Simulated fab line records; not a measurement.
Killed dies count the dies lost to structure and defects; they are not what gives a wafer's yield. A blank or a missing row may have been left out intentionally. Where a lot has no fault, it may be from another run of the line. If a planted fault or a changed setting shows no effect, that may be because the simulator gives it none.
Split-lot study    flow sky130    23 wafers read from 5 lots, route of 708 steps

ON THE SPLIT
At SKY_VT_ADJUST_NCORE_COAT_02 (resist thk 1140 nm), the setting resist_thk_nm was moved away from the recipe's 1140 nm on 12 of the 23 wafers read, by -4.2% to +3.7%. This setting was run at the recipe's value on the other wafers.

FROM THE SPLIT TO THE READING: what the file shows between them, 4 steps
- SKY_VT_ADJUST_NCORE_SOFTBAKE_03: time 60 s
- SKY_VT_ADJUST_NCORE_EXPOSE_04: exposes mask LVTN COMPLEMENT THIN, target cd 380 nm
- SKY_VT_ADJUST_NCORE_PEB_05
- SKY_VT_ADJUST_NCORE_DEVELOP_06: develop time 59.05 s

THE READING
At SKY_VT_ADJUST_NCORE_CD_MEAS_07: cd_nm in nanometres, against a target cd of 380 nm. A value of 380.3 nm with a standard deviation of 2.1 nm is what fault-free wafers of this fab line usually give.

wafer   tool, chamber at the split  resist_thk_nm as run, nm  against the recipe  cd_nm, nm  against lot-mates on the recipe
L074.1  litho_track-02, 0           1105                      -3.1%               383.0      +2.5
L074.2  litho_track-02, 0           1105                      -3.1%               383.9      +3.4
L074.4  litho_track-02, 0           1140                      recipe              380.0      -
L074.5  litho_track-02, 0           1105                      -3.1%               382.6      +2.1
L074.6  litho_track-02, 0           1140                      recipe              381.0      -
L078.1  litho_track-01, 0           1161                      +1.8%               379.1      -2.7
L078.2  litho_track-01, 0           1140                      recipe              381.6      -
L078.3  litho_track-01, 0           1161                      +1.8%               382.6      +0.8
L078.5  litho_track-01, 0           1140                      recipe              382.0      -
L078.6  litho_track-01, 0           1161                      +1.8%               378.9      -2.9
L080.1  litho_track-01, 0           1140                      recipe              380.7      -
L080.3  litho_track-01, 0           1140                      recipe              381.3      -
L080.6  litho_track-01, 0           1140                      recipe              381.4      -
L082.1  litho_track-01, 0           1140                      recipe              383.7      -
L082.3  litho_track-01, 0           1140                      recipe              381.9      -
L082.4  litho_track-01, 0           1182                      +3.7%               378.5      -4.3
L082.5  litho_track-01, 0           1182                      +3.7%               378.0      -4.8
L082.6  litho_track-01, 0           1182                      +3.7%               378.4      -4.4
L085.1  litho_track-02, 0           1092                      -4.2%               383.9      +2.9
L085.2  litho_track-02, 0           1092                      -4.2%               385.7      +4.8
L085.4  litho_track-02, 0           1140                      recipe              379.7      -
L085.5  litho_track-02, 0           1092                      -4.2%               387.2      +6.2
L085.6  litho_track-02, 0           1140                      recipe              382.2      -

FIT RESULTS
A straight line over all 23 wafers: cd_nm changes by -0.831 nm for each +1% of resist_thk_nm; r = -0.86; the points scatter about the line by 1.2 nm.
The same after taking each lot's own level away (the mean of its wafers on the recipe; 23 wafers): -1.08 nm for each +1%; r = -0.93; scatter 1 nm.
The reading moves by 4.5 nm for the largest change in resist_thk_nm, on that fit.
Across the lots, their own levels run from 380.50 to 382.80 nm, a range of 1.1 times the standard deviation given above.
So the slope is not independent of the lot-to-lot level: the two fits are not the same.
Check: for one of the wafers moved furthest among these (-4.2%), held out of the fit, the line's prediction against its lot-mates is +4.73 nm. Against them it came out at +2.95 nm.

OTHER SPLITS APPLIED TO THESE WAFERS
Before the reading, these wafers also passed through other splits. Each is held against what the fit with the lots' levels taken away leaves over:
other split on the same wafers         wafers away from the commonest value  r with cd_nm (lot level and that fit taken away)
SKY_VT_ADJUST_LVTN_SOFTBAKE_14 temp_c  12                                    +0.36

THE WHOLE CHAIN: every reading that the file lists as answering this split, in the file's order
step                            what it does          reading                                                                                     change (the file's fit)               r (the file's)
SKY_VT_ADJUST_NCORE_COAT_02     resist thk 1140 nm    NOVOLAK_of_VT_ADJUST_NCORE_COAT_02.thk_nm (the simulator's own value, which no gauge read)  +11.1 nm for each +1% of the setting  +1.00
SKY_VT_ADJUST_NCORE_DEVELOP_06  develop time 59.05 s  VT_ADJUST_NCORE.cd_nm (the simulator's own value, which no gauge read)                      -1.08 nm for each +1% of the setting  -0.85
SKY_VT_ADJUST_NCORE_CD_MEAS_07  target cd 380 nm      cd_nm                                                                                       -1.08 nm for each +1% of the setting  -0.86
SKY_VT_ADJUST_NCORE_STRIP_10    strips in O2/N2       strip_time_to_endpoint_s                                                                    withheld for each +1% of the setting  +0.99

FILE'S OWN FIT
cd_nm changes by -1.08 nm for each +1% of resist_thk_nm, r = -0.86.
